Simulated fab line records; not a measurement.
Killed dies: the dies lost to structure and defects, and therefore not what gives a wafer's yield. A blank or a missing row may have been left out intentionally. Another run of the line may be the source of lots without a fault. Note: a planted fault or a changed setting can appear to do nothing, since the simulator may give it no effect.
What tool caused it? -- flow gf180mcu -- 14 lots with 42 wafers sampled at 4 steps, on a route of 602 steps

## WHAT THE GAUGES READ, wafer by wafer
The record holds no reading of a measuring or inspecting step that can be judged against a usual standard deviation.

## EACH LOT AND THE TOOL THAT RAN IT (in order: tool; ch and the chambers of the sampled wafers; start)
lot,GF_V5_CVD_02,GF_V5_SPUTTER_21,GF_TOP_METAL_SPUTTER_03,GF_PASSIVATION_DEVELOP_10
L182,"pecvd-04 ch 0,1,2, day 25 23:41","pvdSputter-02, day 26 21:32","pvdSputter-01, day 26 22:24","lithoTrack-03 ch 0, day 28 14:00"
L183,"pecvd-02 ch 0,1,2, day 27 03:43","pvdSputter-04, day 28 01:56","pvdSputter-01, day 28 02:48","lithoTrack-01 ch 0, day 29 17:00"
L187,"pecvd-01 ch 0,1, day 28 01:13","pvdSputter-04, day 28 21:18","pvdSputter-02, day 28 22:10","lithoTrack-03 ch 0, day 30 12:00"
L188,"pecvd-02 ch 0,1, day 28 07:02","pvdSputter-02, day 29 03:23","pvdSputter-01, day 29 04:22","lithoTrack-03 ch 0, day 30 18:00"
L189,"pecvd-01 ch 0,1,2, day 28 18:34","pvdSputter-04, day 29 15:04","pvdSputter-01, day 29 16:03","lithoTrack-02 ch 0, day 31 06:00"
L191,"pecvd-01 ch 0,2, day 29 07:33","pvdSputter-01, day 30 03:28","pvdSputter-01, day 30 04:26","lithoTrack-01 ch 0, day 31 16:00"
L190,"pecvd-01 ch 1,2, day 29 09:52","pvdSputter-02, day 30 07:09","pvdSputter-03, day 30 08:08","lithoTrack-03 ch 0, day 31 19:00"
L199,"pecvd-04 ch 0,1, day 31 14:13","pvdSputter-02, day 32 08:48","pvdSputter-03, day 32 09:40","lithoTrack-03 ch 0, day 33 17:00"
L200,"pecvd-04 ch 1,2, day 32 01:44","pvdSputter-04, day 32 20:36","pvdSputter-01, day 32 21:28","lithoTrack-02, day 34 05:00"
L201,"pecvd-01 ch 0,1,2, day 32 04:53","pvdSputter-04, day 32 21:50","pvdSputter-01, day 32 22:41","lithoTrack-02, day 34 06:00"
L202,"pecvd-02 ch 1,2, day 32 08:39","pvdSputter-01, day 33 01:39","pvdSputter-03, day 33 02:31","lithoTrack-01 ch 0, day 34 10:00"
L203,"pecvd-04 ch 0,2, day 32 15:02","pvdSputter-02, day 33 08:29","pvdSputter-03, day 33 09:20","lithoTrack-02 ch 0, day 34 17:00"
L204,"pecvd-04 ch 0,1, day 32 15:51","pvdSputter-02, day 33 09:12","pvdSputter-03, day 33 10:04","lithoTrack-02 ch 0, day 34 17:00"
L205,"pecvd-01 ch 0,1, day 32 18:25","pvdSputter-02, day 33 12:03","pvdSputter-02, day 33 12:55","lithoTrack-01 ch 0, day 34 19:00"
- GF_V5_CVD_02: deposits SiO2 from TEOS, target thk 1450 nm, time 163.28 s.
- GF_V5_SPUTTER_21: material Ti, target thk 15 nm, time 80.02 s.
- GF_TOP_METAL_SPUTTER_03: material Ti, target thk 5 nm, time 3.3 s.
- GF_PASSIVATION_DEVELOP_10: develop time 60 s.

## AS READ BY THE TOOLS THEMSELVES (means over the sampled wafers that have a number; for cases with no such wafer, the mark the record gives instead)
GF_V5_CVD_02.
lot,tool,heaterPowerW (W)
L182,pecvd-04,651
L183,pecvd-02,637
L187,pecvd-01,660
L188,pecvd-02,557
L189,pecvd-01,625
L191,pecvd-01,581
L190,pecvd-01,731
L199,pecvd-04,678
L200,pecvd-04,681
L201,pecvd-01,680
L202,pecvd-02,639
L203,pecvd-04,609
L204,pecvd-04,661
L205,pecvd-01,619

GF_V5_SPUTTER_21.
lot,tool,substrateTempC (C),throttleValvePct (%)
L182,pvdSputter-02,199.96,30.7
L183,pvdSputter-04,200.00,30.2
L187,pvdSputter-04,200.13,29.8
L188,pvdSputter-02,199.96,31.0
L189,pvdSputter-04,199.99,29.8
L191,pvdSputter-01,200.04,30.3
L190,pvdSputter-02,200.05,29.5
L199,pvdSputter-02,199.92,30.7
L200,pvdSputter-04,200.00,30.8
L201,pvdSputter-04,200.16,30.2
L202,pvdSputter-01,199.94,30.2
L203,pvdSputter-02,199.99,29.1
L204,pvdSputter-02,200.13,29.4
L205,pvdSputter-02,200.18,29.9

GF_TOP_METAL_SPUTTER_03.
lot,tool,substrateTempC (C),throttleValvePct (%)
L182,pvdSputter-01,300.30,30.1
L183,pvdSputter-01,300.28,30.2
L187,pvdSputter-02,300.00,31.2
L188,pvdSputter-01,300.18,30.3
L189,pvdSputter-01,300.07,30.2
L191,pvdSputter-01,299.75,30.3
L190,pvdSputter-03,300.02,30.1
L199,pvdSputter-03,299.96,29.2
L200,pvdSputter-01,299.97,30.2
L201,pvdSputter-01,299.85,30.4
L202,pvdSputter-03,299.99,29.7
L203,pvdSputter-03,300.20,30.1
L204,pvdSputter-03,300.13,29.9
L205,pvdSputter-02,299.91,29.7

GF_PASSIVATION_DEVELOP_10.
lot,tool,chillPlateTempC (C)
L182,lithoTrack-03,22.93
L183,lithoTrack-01,22.97
L187,lithoTrack-03,23.07
L188,lithoTrack-03,22.88
L189,lithoTrack-02,23.02
L191,lithoTrack-01,22.95
L190,lithoTrack-03,23.03
L199,lithoTrack-03,23.15
L200,lithoTrack-02,-
L201,lithoTrack-02,-
L202,lithoTrack-01,22.96
L203,lithoTrack-02,22.98
L204,lithoTrack-02,23.07
L205,lithoTrack-01,23.04

## THE ANSWER, worked out from the rows above alone
Rule: the usual values come from the lots themselves. The widest of any qualifying gaps counts: lots, ordered by their means at a reading, are off when they make up no more than a third of the lots, leave a main group of 4 or more, and stand apart from it by 3 or more times the standard deviation of that group's means. A main group whose means are all the same, to the digits that the tables above print for the reading, isn't used. Also off: a lot with no number at a reading for which 4 or more lots have one. The other lots that the step has rows for count as sound. First the gauges in route order, then the tools' own readings, where a lot's mean is used as printed above. At the first step where some lot is off, the reading lying furthest off is the one used; lots without a number count as furthest.
Off: L200, L201, at GF_PASSIVATION_DEVELOP_10 (chillPlateTempC). Without a number there: L200, L201. The main group has a mean of 23.00 C with a standard deviation of 0.071.
If a tool, at that step or one of the process steps before it, ran each lot that is off and ran no sound lot following the first of them, it fits. Can't be told from this: 2 tools fit, pvdSputter-04 at GF_V5_SPUTTER_21, pvdSputter-01 at GF_TOP_METAL_SPUTTER_03.

## WHAT HAD BEEN PUT IN BY THE SIMULATOR
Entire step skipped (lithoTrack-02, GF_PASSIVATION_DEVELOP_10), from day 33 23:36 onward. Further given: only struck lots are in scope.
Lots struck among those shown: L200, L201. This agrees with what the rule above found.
